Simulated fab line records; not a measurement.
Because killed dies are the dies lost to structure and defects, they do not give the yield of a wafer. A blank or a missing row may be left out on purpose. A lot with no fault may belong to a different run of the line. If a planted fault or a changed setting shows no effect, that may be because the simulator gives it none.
A single fault, viewed from 2 desks | flow gf180mcu | every desk sees just its own numbers, and what lay behind them comes last

== FROM THE METROLOGY DESK ==
What the gauges read for every lot (on any tool): the sampled wafers with a number, averaged. Marked OUT: a lot whose mean sits more than 4 standard deviations from the usual mean, which makes it out of limits; the brackets give that distance.
Columns: A = MVPSD_TW at GF_MVPSD_TW_MEAS_11, usual 552; B = VT_IMPLANT_2_TW at GF_VT_IMPLANT_TW_MEAS_21, usual 1228; C = VT_IMPLANT_4_TW at GF_VT_IMPLANT_TW_MEAS_43, usual 695
lot  | first seen here | A   | B    | C
L904 | day 5 18:20     | 552 | 1218 | 707
L906 | day 6 03:24     | 549 | 1251 | 708
L912 | day 7 14:12     | 549 | 1245 | 585 (-7.3) OUT
L913 | day 7 21:23     | 551 | 1222 | 574 (-8.1) OUT
L914 | day 8 01:06     | 554 | 1215 | 678
L915 | day 8 06:39     | 546 | 1217 | 710
L917 | day 8 17:49     | 544 | 1216 | 694
L918 | day 9 00:32     | 546 | 1246 | 676
L919 | day 9 08:07     | 559 | 1249 | 674
L920 | day 9 11:27     | 547 | 1246 | 704
L923 | day 10 09:25    | 553 | 1248 | 705
L924 | day 10 15:01    | 552 | 1211 | 706
L925 | day 10 18:12    | 553 | 1205 | 674
Finding of this desk: L912, L913 out of limits, first seen on L912 at day 10 09:00 (VT_IMPLANT_4_TW at GF_VT_IMPLANT_TW_MEAS_43). L904, L906, L914, L915, L917, L918, L919, L920, L923, L924, L925: within limits.

== AT THE TOOL OWNER'S DESK: implanter-02 ==
For each lot that ran on this tool, the mean over its sampled wafers that have a number, from the tool's own readings at GF_VT_IMPLANT_IMPLANT_41. Marked OUT: a lot whose mean sits more than 4 standard deviations from the usual mean, which makes it out of limits; the brackets give that distance.
Columns: A = dose_ions_cm2 at GF_VT_IMPLANT_IMPLANT_41, usual 1.013e+12; B = faraday_current_uA at GF_VT_IMPLANT_IMPLANT_41, usual 5.72; C = tilt_deg at GF_VT_IMPLANT_IMPLANT_41, usual 7.000 degrees
lot  | first seen here | A                           | B              | C
L912 | day 10 08:46    | 5.961e+11 (-99 or more) OUT | 3.37 (-20) OUT | 7.023
L913 | day 10 19:50    | 5.963e+11 (-99 or more) OUT | 3.36 (-20) OUT | 7.000
L925 | day 13 23:14    | 1.013e+12                   | 5.77           | 6.991
Finding of this desk: L912, L913 out of limits; the first was L912 at day 10 08:46, on dose_ions_cm2 at GF_VT_IMPLANT_IMPLANT_41. L925: within limits.

== TAKEN TOGETHER ==
The tool owner's desk could have raised an alarm at day 10 08:46, on L912, L913.
L912, L913 would have let the metrology desk raise an alarm at day 10 09:00.
On implanter-02, each named lot ran GF_VT_IMPLANT_IMPLANT_41.

== WHAT THE SIMULATOR HAD INSERTED ==
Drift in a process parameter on implanter-02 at GF_VT_IMPLANT_IMPLANT_41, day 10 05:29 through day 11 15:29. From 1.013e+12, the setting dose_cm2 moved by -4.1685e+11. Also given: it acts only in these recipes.
Struck lots among those shown: L912, L913.
Hours from the fault's start to each desk's first reading out of limits: the tool owner's desk, 3; the metrology desk, 4.
